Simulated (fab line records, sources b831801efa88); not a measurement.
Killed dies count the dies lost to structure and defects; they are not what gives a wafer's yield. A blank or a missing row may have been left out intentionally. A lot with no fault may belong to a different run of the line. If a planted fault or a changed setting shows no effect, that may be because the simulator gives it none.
fab line records    flow sky130
record lots=5  wafers=15  last_day=50
route steps=708 shown VIA3@582 METAL4@598
lots that met no fault: from a run of the same line without faults
start_h: the number of hours between the record's first day and the start of the first shown wafer of the lot    wait_h: hours from the lot's prior step to this one    " unchanged from the row above    L1.1+2: a single row standing in for several wafers    - no value present, or no start provided    * or withheld: withheld    < > ~ a bound
route shown NAME@n: a module of which the file shows steps, and the number in the route of the first    usual: average and standard deviation across the fault-free wafers    same: alike in all rows    chamber/n: place in a boat    sites: the reading at each site    _std_site: the standard deviation of these    _edge_site: outer sites' mean less inner sites'    radius_mm: for every site, how far away it sits from the centre of the wafer    mask NAME#n: copy n    behind: the tool/chamber that last shaped the wafer    hold: cause of the lot's hold/its duration in hours/its outcome    device: the transistor (n, p or np) that didn't switch    end of line: the route-end tests of the same wafers    a step given without rows: its recipe and nothing more    killed: dies lost to structure and defects at the first sort, not the wafer's yield    map: dies across one wafer; x = killed, . = not, _ = none there
set.NAME: setting as actually run; set.NAME@STEP: the setting as run at that earlier step    model.NAME: the simulator's own value behind a step, which no gauge read
lots at some steps of the route; a table a step, a row a wafer
services: when a tool's chamber went out of use (start_h, in hours from the record's first day, below 0 if earlier), for how many hours, and the reason
## steps
# step SKY_VIA3_EXPOSE_09
# recipe mask_id=VIM3  na=0.8  source_shape=annular  sigma_inner=0.55  sigma_outer=0.85  target_cd_nm=200  dose_mj=38
# step SKY_VIA3_PEB_10
# recipe peb_temp_c=withheld  peb_time_s=withheld  resist=KrF-thick
# step SKY_VIA3_DEVELOP_11
# recipe develop_time_s=60  resist=KrF-thick  dev_temp_c=21
# step SKY_VIA3_CD_MEAS_12
# recipe target_cd_nm=200
# usual cd_nm=200.1/1.2
lot.wafer  tool       chamber  start_h  wait_h  cd_nm
L889.2     cd_sem-01  -        964.68   -       199.3
L889.4     "          -        "        "       199.4
L889.5     "          -        "        "       198.4
L891.1     cd_sem-02  -        981.01   -       199.5
L891.3     "          -        "        "       199.8
L891.4     "          -        "        "       200.3
L895.2     cd_sem-02  -        1008.99  -       201.2
L895.3     "          -        "        "       199.8
L895.6     "          -        "        "       199.1
L904.2     cd_sem-02  -        1074.39  -       200.0
L904.4     "          -        "        "       200.9
L904.6     "          -        "        "       199.5
L907.1     cd_sem-01  -        1084.47  -       200.2
L907.3     "          -        "        "       199.0
L907.6     "          -        "        "       200.7
# step SKY_VIA3_OVL_MEAS_13
# usual VIA3_OVL=6/5
lot.wafer  tool        chamber  start_h  wait_h  VIA3_OVL[nm]
L889.2     overlay-01  -        964.78   0.1     9
L889.4     "           -        "        "       17
L889.5     "           -        "        "       11
L891.1     overlay-02  -        981.13   0.1     9
L891.3     "           -        "        "       -1
L891.4     "           -        "        "       7
L895.2     overlay-02  -        1009.10  0.1     -3
L895.3     "           -        "        "       6
L895.6     "           -        "        "       10
L904.2     overlay-01  -        1074.50  0.1     -1
L904.4     "           -        "        "       5
L904.6     "           -        "        "       7
L907.1     overlay-02  -        1084.59  0.1     2
L907.3     "           -        "        "       -4
L907.6     "           -        "        "       7
# step SKY_VIA3_ETCH_14
# recipe chemistry=N2/H2  target=BARC  ion_energy_ev=200  source_w=500  bias_w=100  pressure_mtorr=30  n2_flow_sccm=100  h2_flow_sccm=200  stop_on=SiO2  time_s=45.9  target_depth_a=600
# usual bias_w=99.97/0.28  drypump_motor_current_A=5.8/0.51  oes_product_au=0.854/0.005  rf_fwd_power_W=494.4/2.3  throttle_valve_pct=13.226/0.0096
lot.wafer  tool         chamber  start_h  wait_h  bias_w  drypump_motor_current_A  oes_product_au  rf_fwd_power_W  rf_hours_counter_h  throttle_valve_pct
L889.2     rie_diel-04  0        964.81   0.0     100.30  6.3                      0.854           492.3           11                  13.221
L889.4     "            3        "        "       100.10  5.7                      0.860           494.4           -                   13.237
L889.5     "            1        "        "       99.95   5.5                      0.854           492.6           -                   13.221
L891.1     rie_diel-03  2        981.16   0.0     99.62   5.8                      0.857           497.3           17                  13.229
L891.3     "            3        "        "       100.12  5.4                      0.856           498.1           10                  13.231
L891.4     "            0        "        "       99.85   6.3                      0.856           494.9           15                  13.220
L895.2     rie_diel-02  2        1009.13  0.0     99.33   5.7                      0.855           497.4           17                  13.237
L895.3     "            0        "        "       100.22  6.1                      0.856           495.6           19                  13.225
L895.6     "            0        "        "       99.60   6.1                      0.852           495.5           -                   13.210
L904.2     rie_diel-04  2        1074.53  0.0     100.44  5.1                      0.859           494.6           12                  13.213
L904.4     "            1        "        "       99.60   5.5                      0.860           494.5           23                  13.214
L904.6     "            0        "        "       100.02  6.2                      0.862           495.2           -                   13.224
L907.1     rie_diel-04  0        1084.63  0.0     100.06  6.2                      0.850           493.2           14                  13.226
L907.3     "            2        "        "       99.64   5.2                      0.853           498.2           12                  13.217
L907.6     "            2        "        "       99.95   5.1                      0.847           499.4           -                   13.219
# step SKY_VIA3_ETCH_15
# recipe target=SiO2  chemistry=C4F8/O2/Ar  target_depth_nm=507  stop_on=TiN  mask_material=KrF-thick  source_w=1500  bias_w=1200  pressure_mtorr=40  c4f8_flow_sccm=withheld  O2_flow_sccm=6  Ar_flow_sccm=300  time_s=78
# usual bias_w=1200/3.8  oes_product_au=0.945/0.0049  rf_fwd_power_W=1488/5.9
lot.wafer  tool         chamber  start_h  wait_h  bias_w  oes_product_au  rf_fwd_power_W
L889.2     rie_diel-04  0        964.86   0.0     1198    0.947           1483
L889.4     "            3        "        "       1203    0.947           1482
L889.5     "            1        "        "       1201    0.940           1490
L891.1     rie_diel-03  2        981.21   0.0     1196    0.945           1493
L891.3     "            3        "        "       1199    0.949           1495
L891.4     "            0        "        "       1196    0.943           1493
L895.2     rie_diel-02  2        1009.17  0.0     1198    0.942           1493
L895.3     "            0        "        "       1206    0.948           1490
L895.6     "            0        "        "       1208    0.950           1485
L904.2     rie_diel-04  2        1074.57  0.0     1205    0.949           1484
L904.4     "            1        "        "       1200    0.942           1493
L904.6     "            0        "        "       1200    0.955           1485
L907.1     rie_diel-04  0        1084.67  0.0     1194    0.944           1483
L907.3     "            2        "        "       1200    0.942           1487
L907.6     "            2        "        "       1198    0.944           1486
# step SKY_VIA3_STRIP_16
# recipe chemistry=O2/N2  power_w=1400  pressure_mtorr=1500  platen_temp_c=withheld  o2_flow_sccm=3000  n2_flow_sccm=300  overash_fraction=0.5
# usual drypump_motor_current_A=5.8/0.46  oes_product_au=0.402/0.0043  strip_time_to_endpoint_s=4.130/0.022
lot.wafer  tool             chamber  start_h  wait_h  drypump_motor_current_A  oes_product_au  rf_hours_counter_h  strip_time_to_endpoint_s
L889.2     plasma_asher-01  1        964.92   0.0     6.5                      0.409           118                 4.187
L889.4     "                0        "        "       6.5                      0.397           -                   4.117
L889.5     "                0        "        "       6.5                      0.393           -                   4.095
L891.1     plasma_asher-03  1        981.27   0.0     5.7                      0.400           55                  4.089
L891.3     "                1        "        "       5.7                      0.402           -                   4.133
L891.4     "                0        "        "       5.6                      0.399           -                   4.134
L895.2     plasma_asher-03  1        1009.23  0.0     5.7                      0.400           60                  4.112
L895.3     "                1        "        "       5.7                      0.409           -                   4.127
L895.6     "                1        "        "       5.7                      0.401           -                   4.138
L904.2     plasma_asher-03  0        1074.63  0.0     5.6                      0.397           67                  4.122
L904.4     "                1        "        "       5.7                      0.404           -                   4.104
L904.6     "                0        "        "       5.6                      0.397           -                   4.152
L907.1     plasma_asher-04  0        1084.73  0.0     5.5                      0.395           90                  4.155
L907.3     "                1        "        "       5.2                      0.402           -                   4.144
L907.6     "                1        "        "       5.2                      0.406           -                   4.138
# step SKY_VIA3_STRIP_17
# recipe chemistry=post_etch_residue_remover  time_s=1200  temp_c=72.5
# step SKY_VIA3_CLEAN_18
# recipe chemistry=IPA  time_s=180  temp_c=25
# step SKY_VIA3_CLEAN_19
# recipe chemistry=O3/DIW  dry=n2_spin
# step SKY_VIA3_SPUTTER_20
# recipe material=TiN  target_thk_nm=20  chamber_pressure_pa=5  power_w=4000  time_s=80
# usual throttle_valve_pct=29.7/0.98
lot.wafer  tool            chamber  start_h  wait_h  throttle_valve_pct
L889.2     pvd_sputter-02  -        965.51   0.0     29.5
L889.4     "               -        "        "       30.1
L889.5     "               -        "        "       30.3
L891.1     pvd_sputter-01  -        981.86   0.0     29.4
L891.3     "               -        "        "       29.8
L891.4     "               -        "        "       27.9
L895.2     pvd_sputter-03  -        1009.86  0.0     28.4
L895.3     "               -        "        "       30.5
L895.6     "               -        "        "       31.7
L904.2     pvd_sputter-03  -        1075.22  0.0     30.1
L904.4     "               -        "        "       31.7
L904.6     "               -        "        "       30.4
L907.1     pvd_sputter-01  -        1085.36  0.0     30.4
L907.3     "               -        "        "       29.0
L907.6     "               -        "        "       29.1
# step SKY_VIA3_CVD_21
# recipe material=W  target_thk_nm=390  time_s=117.31  temp_c=400  pressure_torr=40
# usual heater_power_w=859/94
lot.wafer  tool      chamber  start_h  wait_h  heater_power_w  since_wet_clean_h  model.W_of_VIA3_CVD_21.thk_nm
L889.2     cvd_w-02  1        965.57   0.0     686             48                 392.8
L889.4     "         1        "        "       714             -                  392.1
L889.5     "         1        "        "       701             -                  397.5
L891.1     cvd_w-02  1        981.92   0.0     698             64                 394.4
L891.3     "         1        "        "       709             -                  397.6
L891.4     "         0        "        "       894             -                  389
L895.2     cvd_w-02  1        1009.93  0.0     703             92                 454.5
L895.3     "         0        "        "       884             -                  393.8
L895.6     "         1        "        "       684             -                  397
L904.2     cvd_w-01  0        1075.28  0.0     943             671                398.4
L904.4     "         0        "        "       925             -                  396.8
L904.6     "         1        "        "       899             -                  384.9
L907.1     cvd_w-01  0        1085.42  0.0     948             681                393.5
L907.3     "         0        "        "       952             -                  393.2
L907.6     "         1        "        "       922             -                  381.9
# step SKY_VIA3_RS_MEAS_22
# recipe thk_meas_gauge=four-point-probe  reads=W_of_VIA3_CVD_21+TiN_of_VIA3_SPUTTER_20
# usual VIA3_W_RS=0.293/0.0042
lot.wafer  tool           chamber  start_h  wait_h  VIA3_W_RS[ohm/sq]
L889.2     film_metro-04  -        965.72   0.1     0.292
L889.4     "              -        "        "       0.294
L889.5     "              -        "        "       0.289
L891.1     film_metro-02  -        982.04   0.1     0.291
L891.3     "              -        "        "       0.287
L891.4     "              -        "        "       0.295
L895.2     film_metro-01  -        1010.07  0.1     0.252
L895.3     "              -        "        "       0.291
L895.6     "              -        "        "       0.289
L904.2     film_metro-02  -        1075.42  0.1     0.287
L904.4     "              -        "        "       0.288
L904.6     "              -        "        "       0.298
L907.1     film_metro-01  -        1085.55  0.1     0.291
L907.3     "              -        "        "       0.291
L907.6     "              -        "        "       0.300
# step SKY_VIA3_THK_MEAS_23
# recipe thk_meas_gauge=xrf  reads=W_of_VIA3_CVD_21
# usual VIA3_W_THK=385/5.8
lot.wafer  tool           chamber  start_h  wait_h  VIA3_W_THK[nm]
L889.2     film_metro-04  -        965.83   0.1     391
L889.4     "              -        "        "       393
L889.5     "              -        "        "       396
L891.1     film_metro-02  -        982.16   0.1     383
L891.3     "              -        "        "       389
L891.4     "              -        "        "       377
L895.2     film_metro-01  -        1010.18  0.1     439
L895.3     "              -        "        "       386
L895.6     "              -        "        "       387
L904.2     film_metro-02  -        1075.53  0.1     390
L904.4     "              -        "        "       388
L904.6     "              -        "        "       372
L907.1     film_metro-01  -        1085.67  0.1     390
L907.3     "              -        "        "       387
L907.6     "              -        "        "       376
# step SKY_VIA3_CMP_24
# recipe stop_on=SiO2  t_overpolish_s=20  down_force_psi=3.5  platen_rpm=60  target_thk_nm=0  pad_velocity_m_s=0.94248
# usual motor_current_A=10.1/1.2  time_to_endpoint_s=93/3
lot.wafer  tool    chamber  start_h  wait_h  motor_current_A  time_to_endpoint_s
L889.2     cmp-02  2        965.88   0.0     7.5              94
L889.4     "       3        "        "       10.0             91
L889.5     "       3        "        "       9.8              92
L891.1     cmp-02  3        982.22   0.1     10.0             89
L891.4     "       1        "        "       10.8             90
L891.3     "       2        "        "       7.8              89
L895.2     cmp-01  3        1010.33  0.1     11.1             109
L895.3     "       0        "        "       10.0             95
L895.6     "       1        "        "       9.6              94
L904.2     cmp-01  3        1076.72  1.2     11.1             96
L904.4     "       1        "        "       10.3             95
L904.6     "       3        "        "       10.7             95
L907.1     cmp-01  3        1086.36  0.7     11.0             98
L907.3     "       1        "        "       9.5              93
L907.6     "       0        "        "       10.4             95
# step SKY_METAL4_SPUTTER_00
# recipe material=Ti  target_thk_nm=15  power_w=3000  time_s=10  chamber_pressure_pa=0.4
# usual throttle_valve_pct=29.9/0.96
lot.wafer  tool            chamber  start_h  wait_h  throttle_valve_pct
L889.2     pvd_sputter-03  -        966.18   0.2     28.6
L889.4     "               -        "        "       30.3
L889.5     "               -        "        "       30.5
L891.1     pvd_sputter-02  -        982.52   0.2     30.1
L891.3     "               -        "        "       29.6
L891.4     "               -        "        "       28.9
L895.2     pvd_sputter-02  -        1010.53  0.1     30.0
L895.3     "               -        "        "       29.2
L895.6     "               -        "        "       30.0
L904.2     pvd_sputter-04  -        1076.97  0.2     28.5
L904.4     "               -        "        "       29.3
L904.6     "               -        "        "       28.4
L907.1     pvd_sputter-02  -        1086.66  0.2     29.1
L907.3     "               -        "        "       30.3
L907.6     "               -        "        "       30.1
## services
tool             chamber  start_h  hours  kind
pvd_sputter-04   -        942.86   2.5    repair
rie_diel-04      2        943.46   29.7   repair
rie_diel-04      1        947.01   8.4    repair
pvd_sputter-01   -        962.70   3.1    repair
rie_diel-03      0        964.45   6.0    repair
cmp-02           -        964.60   0.3    repair
rie_diel-03      1        968.94   7.9    repair
rie_diel-03      3        971.46   3.1    repair
rie_diel-02      -        971.88   2.8    pm
plasma_asher-01  -        979.70   15.6   pm
cmp-01           -        1026.79  11.4   pm
cvd_w-02         -        1031.40  0.8    repair
rie_diel-02      2        1032.02  5.8    repair
rie_diel-03      2        1040.24  4.1    repair
cvd_w-02         -        1043.35  2.6    repair
pvd_sputter-01   -        1051.63  1.2    repair
cmp-02           -        1055.84  0.7    repair
cmp-02           -        1063.06  2.0    repair
pvd_sputter-02   -        1065.20  1.7    repair
rie_diel-03      -        1067.51  4.0    pm
cmp-02           -        1070.30  10.6   repair
cmp-02           -        1079.00  12.3   repair
cmp-02           -        1081.55  2.7    repair
cmp-01           -        1085.39  0.7    repair
## key
first_sign step=SKY_VIA3_RS_MEAS_22  reading=VIA3_W_RS  direction=down  sigmas=9.9  usual=0.293  struck=0.252
effect step=SKY_VIA3_THK_MEAS_23  reading=VIA3_W_THK  direction=up  sigmas=9.3  usual=385  struck=439
effect step=SKY_VIA3_CMP_24  reading=time_to_endpoint_s  direction=up  sigmas=5.4  usual=*  struck=*
model_effect step=SKY_VIA3_CVD_21  value=W_of_VIA3_CVD_21.thk_nm  without=399.3  struck=454.5
met_at SKY_VIA3_CVD_21
struck_wafers L895.2
onset_between 981.92 1009.93
fault kind=process_parameter_drift  tool=cvd_w-02  chamber=-  onset_h=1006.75  steps=SKY_VIA3_CVD_21  channel=target_thk_nm  offset=55.61  shape=step  end_h=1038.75  scope=struck_wafers_only  acts_in=these_recipes_only  stated=390
